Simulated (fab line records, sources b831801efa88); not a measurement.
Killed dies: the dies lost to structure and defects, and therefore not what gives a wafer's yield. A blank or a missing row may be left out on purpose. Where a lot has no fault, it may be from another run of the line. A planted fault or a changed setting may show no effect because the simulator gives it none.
Which tool did it? -- flow sky130 -- 42 wafers from 14 lots sampled at 3 of the route's 708 steps

WHAT THE GAUGES SHOWED, per wafer
SKY_SD_N_RS_MEAS_16: measurement is done with a four-point probe.
lot,measured,on,SD_N_RS (ohm/sq)
L798,day 27 13:44,film metro-04,68.32 68.25 68.31
L799,day 28 02:43,film metro-02,68.57 68.47 68.51
L802,day 29 12:07,film metro-03,68.60 68.44 68.53
L804,day 30 07:14,film metro-03,68.61 68.49 68.49
L805,day 30 16:13,film metro-04,68.55 68.35 68.52
L807,day 31 02:04,film metro-02,68.44 68.46 68.67
L808,day 31 09:42,film metro-04,68.05 68.29 68.44
L809,day 31 16:36,film metro-02,68.63 68.56 68.22
L810,day 32 02:46,film metro-02,68.43 68.42 68.48
L812,day 32 21:57,film metro-03,68.33 68.41 68.51
L814,day 33 05:52,film metro-04,69.19 69.08 69.07
L815,day 33 21:38,film metro-04,68.31 68.28 68.31
L816,day 34 00:42,film metro-02,69.16 69.15 69.24
L818,day 34 18:02,film metro-02,68.53 68.60 68.65

WHICH TOOL RAN EACH LOT (tool, then ch and the chambers of the sampled wafers, then the start)
lot,SKY_SD_N_IMPLANT_09,SKY_SD_N_STRIP_11
L798,"implanter-03 ch 0, day 27 13:00","plasma asher-03 ch 0,1, day 27 13:17"
L799,"implanter-03 ch 0, day 28 02:02","plasma asher-02 ch 0,1, day 28 02:20"
L802,"implanter-02 ch 0, day 29 11:26","plasma asher-03 ch 0,1, day 29 11:43"
L804,"implanter-02 ch 0, day 30 06:34","plasma asher-01 ch 0,1, day 30 06:50"
L805,"implanter-02 ch 0, day 30 15:32","plasma asher-01 ch 0,1, day 30 15:50"
L807,"implanter-03 ch 0, day 31 01:23","plasma asher-01 ch 0, day 31 01:41"
L808,"implanter-03 ch 0, day 31 09:02","plasma asher-03 ch 0,1, day 31 09:18"
L809,"implanter-01 ch 0, day 31 15:56","plasma asher-01 ch 0,1, day 31 16:12"
L810,"implanter-02 ch 0, day 32 02:02","plasma asher-02 ch 0,1, day 32 02:20"
L812,"implanter-01 ch 0, day 32 21:16","plasma asher-02 ch 0,1, day 32 21:32"
L814,"implanter-01 ch 0, day 33 05:11","plasma asher-01 ch 0,1, day 33 05:28"
L815,"implanter-03 ch 0, day 33 20:56","plasma asher-02 ch 0,1, day 33 21:14"
L816,"implanter-01 ch 0, day 34 00:01","plasma asher-03 ch 0,1, day 34 00:17"
L818,"implanter-03 ch 0, day 34 17:21","plasma asher-01 ch 0,1, day 34 17:39"
- SKY_SD_N_IMPLANT_09
- SKY_SD_N_STRIP_11: strips in O2/N2.

WHAT THE TOOLS THEMSELVES READ (means of the sampled wafers that have a number; where no wafer has one, the mark that the record gives instead)
SKY_SD_N_IMPLANT_09.
lot,tool,dose ions cm2
L798,implanter-03,4e+15
L799,implanter-03,4e+15
L802,implanter-02,4e+15
L804,implanter-02,4e+15
L805,implanter-02,4e+15
L807,implanter-03,4e+15
L808,implanter-03,4e+15
L809,implanter-01,4e+15
L810,implanter-02,4e+15
L812,implanter-01,4e+15
L814,implanter-01,4e+15
L815,implanter-03,4e+15
L816,implanter-01,4e+15
L818,implanter-03,4e+15

SKY_SD_N_STRIP_11.
lot,tool,drypump motor current A (A),oes product au (a.u.),strip time to endpoint s (s)
L798,plasma asher-03,5.8,0.529,22.54
L799,plasma asher-02,5.5,0.524,22.57
L802,plasma asher-03,5.8,0.528,22.58
L804,plasma asher-01,6.0,0.529,22.55
L805,plasma asher-01,6.0,0.525,22.53
L807,plasma asher-01,6.1,0.528,22.57
L808,plasma asher-03,5.8,0.529,22.51
L809,plasma asher-01,6.0,0.533,22.60
L810,plasma asher-02,5.9,0.527,22.60
L812,plasma asher-02,5.5,0.530,22.56
L814,plasma asher-01,6.0,0.531,22.24
L815,plasma asher-02,6.0,0.533,22.59
L816,plasma asher-03,5.8,0.537,22.26
L818,plasma asher-01,6.0,0.529,22.53

THE ANSWER, worked out from the rows above alone
Rule: what is usual is taken from the lots themselves. The widest of any qualifying gaps counts: lots, ordered by their means at a reading, are off when they make up no more than a third of the lots, leave a main group of 4 or more, and stand apart from it by 3 or more times the standard deviation of that group's means. A main group is skipped when, at the precision printed for the reading in the tables above, its means are all equal. Also off: a lot with no number at a reading for which 4 or more lots have one. Where the step has rows for the other lots, those lots are counted as sound. First the gauges in route order, then the tools' own readings, where a lot's mean is used as printed above. The first step at which some lot is off is used, and at that step the reading that is off furthest; a lot without a number counts as furthest.
Off: L814, L816, seen at SKY_SD_N_RS_MEAS_16 (SD_N_RS). The main group: mean 68.45 ohm/sq, standard deviation 0.1.
A tool fits if, at a process step before that reading, it ran every lot that is off, and no sound lot after the first of them. The gauges at SKY_SD_N_RS_MEAS_16 aren't tried: what is off there is off at SKY_SD_N_STRIP_11 too, on other tools, and a gauge's error can't cause that. One fits: SKY_SD_N_IMPLANT_09 on implanter-01. A fault onset in the window from L812 (day 32 21:16, its last sound lot) to L814 (day 33 05:11, its first lot off) fits.

WHAT HAD BEEN PUT IN BY THE SIMULATOR
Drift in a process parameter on implanter-01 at SKY_SD_N_IMPLANT_09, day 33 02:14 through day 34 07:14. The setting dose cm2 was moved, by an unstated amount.
Struck lots among those shown: L814, L816. Same finding as the rule above.
